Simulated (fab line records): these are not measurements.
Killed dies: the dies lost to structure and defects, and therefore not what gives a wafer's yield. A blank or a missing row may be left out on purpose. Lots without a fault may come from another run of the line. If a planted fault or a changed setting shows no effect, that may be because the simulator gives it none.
What tool caused it? :: flow sky130 :: Sampling: 7 lots, 21 wafers, 2 of 708 route steps

== WHAT THE GAUGES SHOWED, per wafer ==
SKY_RES_XHIGH_TW_MEAS_09.
lot: L709
measured: day 24 10:19
on: filmMetro-01
RES_XHIGH_TW: 1636 1626 1634

lot: L711
measured: day 24 13:01
on: filmMetro-02
RES_XHIGH_TW: 1631 1631 1635

lot: L713
measured: day 25 16:22
on: filmMetro-04
RES_XHIGH_TW: 1622 1631 1623

lot: L715
measured: day 26 04:04
on: filmMetro-04
RES_XHIGH_TW: 1633 1627 1634

lot: L717
measured: day 26 18:10
on: filmMetro-04
RES_XHIGH_TW: 30 30 30

lot: L720
measured: day 27 08:52
on: filmMetro-01
RES_XHIGH_TW: 30 30 30

lot: L727
measured: day 37 11:16
on: filmMetro-02
RES_XHIGH_TW: 1631 1633 1630

== EACH LOT AND THE TOOL THAT RAN IT (in order: tool; ch and the chambers of the sampled wafers; start) ==
lot: L709
SKY_RES_XHIGH_EXPOSE_04: ilineStepper-02 ch 0, day 23 19:20

lot: L711
SKY_RES_XHIGH_EXPOSE_04: ilineStepper-02 ch 0, day 23 22:29

lot: L713
SKY_RES_XHIGH_EXPOSE_04: ilineStepper-02 ch 0, day 25 01:37

lot: L715
SKY_RES_XHIGH_EXPOSE_04: ilineStepper-01 ch 0, day 25 15:06

lot: L717
SKY_RES_XHIGH_EXPOSE_04: ilineStepper-01, day 26 03:29

lot: L720
SKY_RES_XHIGH_EXPOSE_04: ilineStepper-02, day 26 18:40

lot: L727
SKY_RES_XHIGH_EXPOSE_04: ilineStepper-01 ch 0, day 36 21:31
- SKY_RES_XHIGH_EXPOSE_04: exposes mask URPM, target cd 1270 nm.

== THE ANSWER, worked out from the rows above alone ==
Rule: the lots themselves supply what counts as usual. Put in order of their means at a reading, lots are off if they are a third of the lots or fewer, leave a main group of 4 or more, and stand apart from it by a gap of 3 or more times the standard deviation of the main group's means; of several such gaps the widest counts. If all means in a main group match to the digits the tables above print for the reading, that group is not used. Also off: a lot with no number at a reading for which 4 or more lots have one. The other lots that the step has rows for count as sound.
Off: L717, L720, at SKY_RES_XHIGH_TW_MEAS_09 (RES_XHIGH_TW). For the main group the mean is 1630 and the standard deviation 2.6.
If a tool, at a process step before that reading, ran all the lots that are off and no sound lot after the first of them, it fits. The gauges at SKY_RES_XHIGH_TW_MEAS_09 are tried like those tools. Not one of the candidates tried fits.

== WHAT THE SIMULATOR HAD PUT IN ==
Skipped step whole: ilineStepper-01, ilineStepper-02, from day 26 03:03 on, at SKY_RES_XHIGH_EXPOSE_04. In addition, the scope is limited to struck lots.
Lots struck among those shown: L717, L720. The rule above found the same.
